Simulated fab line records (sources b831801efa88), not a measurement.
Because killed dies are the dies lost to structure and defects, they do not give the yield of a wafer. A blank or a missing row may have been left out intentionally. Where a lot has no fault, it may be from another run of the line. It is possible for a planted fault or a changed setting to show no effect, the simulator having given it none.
Chamber matching | flow sky130 | rie-si-02 running SKY_FIELD_ISO_ETCH_17: 4 sister chambers
The step etches Si in HBr/Cl2/O2, target depth 342 nm, time 97.7 s. 4 wafers are shown with their chamber, then 10 later ones without.

EACH WAFER AND ITS CHAMBER
wafer  | chamber | drypump-motor-current-A (A)
L268.5 | 1       | 5.1
L268.6 | 2       | 5.8
L269.3 | 3       | 5.9
L269.4 | 0       | 5.1

WAFERS WITHOUT THEIR CHAMBER
wafer  | drypump-motor-current-A (A)
L269.6 | 5.2
L274.2 | 5.1
L274.3 | 6.0
L274.6 | 6.0
L277.1 | 6.0
L277.2 | 5.1
L277.5 | 5.1
L280.2 | 5.1
L280.5 | 5.9
L280.6 | 5.2

THE CHAMBER EACH PASSED THROUGH
wafer  | from the rows above     | in truth
L269.6 | can't be placed: 0 or 1 | 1
L274.2 | can't be placed: 0 or 1 | 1
L274.3 | can't be placed: 3 or 2 | 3
L274.6 | can't be placed: 3 or 2 | 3
L277.1 | can't be placed: 3 or 2 | 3
L277.2 | can't be placed: 0 or 1 | 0
L277.5 | can't be placed: 0 or 1 | 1
L280.2 | can't be placed: 0 or 1 | 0
L280.5 | can't be placed: 3 or 2 | 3
L280.6 | can't be placed: 0 or 1 | 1
Correct placement for 0 of the 10. Cannot be placed on the basis of these rows: 10; the candidates contain the true chamber in 10. Placed wrongly: 0.
How it was worked out, from the rows above alone: a wafer's distance from a chamber is the root of the sum, over the readings, of the square of ((its reading less the chamber's mean) divided by the reading's scatter). The wafer belongs to the nearest chamber; if the next one is less than 2 further off, it can't be placed. The mean given for a chamber averages the wafers shown for that chamber. The scatter: root of mean squared gap, hidden wafer to nearest shown wafer, with one shown wafer a chamber.
